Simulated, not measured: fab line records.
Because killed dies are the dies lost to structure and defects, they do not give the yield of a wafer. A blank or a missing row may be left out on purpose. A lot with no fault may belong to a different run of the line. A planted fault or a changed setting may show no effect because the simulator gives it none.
Which tool did it?    flow gf180mcu    14 lots, 42 wafers sampled, at 2 steps of a route of 602

WHAT THE GAUGES READ, wafer by wafer
GF_MIM_THK_MEAS_06. Usual: MIM_CVD_05_THK gives 41.9 nm (standard deviation 0.56).
lot   measured      on             MIM_CVD_05_THK (nm)  flag
L428  day 24 11:13  film-metro-01  41.5 42.5 42.1       
L429  day 25 00:08  film-metro-01  41.6 42.1 42.6       
L430  day 25 05:14  film-metro-02  41.0 41.4 42.2       
L431  day 25 10:07  film-metro-03  40.5 41.7 41.8       
L432  day 25 15:37  film-metro-02  42.1 43.1 42.5       
L433  day 26 05:30  film-metro-01  41.5 42.1 42.2       
L435  day 27 04:32  film-metro-02  42.5 41.3 42.3       
L438  day 28 05:13  film-metro-01  41.2 41.7 42.2       
L437  day 28 09:53  film-metro-02  42.2 42.1 42.2       
L440  day 28 19:56  film-metro-02  41.2 42.3 43.2       
L441  day 29 03:30  film-metro-03  42.3 42.8 42.4       
L442  day 29 03:53  film-metro-02  40.8 41.5 41.4       
L446  day 30 13:30  film-metro-01  41.7 42.4 42.3       
L450  day 31 22:44  film-metro-01  41.4 42.3 41.8       

GF_M5_OVL_MEAS_08. Usual: M5_OVL gives -2 nm (standard deviation 5).
lot   measured      on          M5_OVL (nm)  flag
L428  day 26 05:49  overlay-01  -3 7 -3      
L429  day 26 19:35  overlay-02  4 1 -3       
L430  day 26 23:55  overlay-02  -5 -1 -5     
L431  day 27 03:29  overlay-02  -1 4 7       
L432  day 27 09:37  overlay-01  2 1 2        
L433  day 27 23:40  overlay-01  -1 2 -6      
L435  day 28 21:17  overlay-02  4 8 -1       
L438  day 29 19:26  overlay-01  -11 -4 6     
L437  day 30 00:31  overlay-01  -1 3 1       
L440  day 30 09:37  overlay-02  1 -3 7       
L441  day 30 16:34  overlay-02  -14 -9 -14   
L442  day 30 17:11  overlay-01  4 -1 -6      
L446  day 32 00:38  overlay-02  6 4 -1       
L450  day 33 08:10  overlay-02  -6 -4 -4     

TOOL THAT RAN EACH LOT (tool first, then ch and the chambers of the sampled wafers, then the start)
The record shows no process step preceding these readings.

AS READ BY THE TOOLS THEMSELVES (means over the sampled wafers that have a number; for cases with no such wafer, the mark the record gives instead)
The record holds no such reading with a usual standard deviation.

THE ANSWER, worked out from the rows above alone
Rule: take the mean of a lot's wafers that have a number; if it is more than 3 standard deviations from the usual mean, the lot is off. A lot without any number at a reading at which 4 lots or more have one is off too. All remaining lots with rows at the step are treated as sound. First the gauges in route order, then the tools' own readings, where a lot's mean is used as printed above. At the first step where some lot is off, the reading lying furthest off is the one used; lots without a number count as furthest.
Nothing can be told from this: no lot is off at any reading shown.

WHAT THE SIMULATOR HAD PUT IN
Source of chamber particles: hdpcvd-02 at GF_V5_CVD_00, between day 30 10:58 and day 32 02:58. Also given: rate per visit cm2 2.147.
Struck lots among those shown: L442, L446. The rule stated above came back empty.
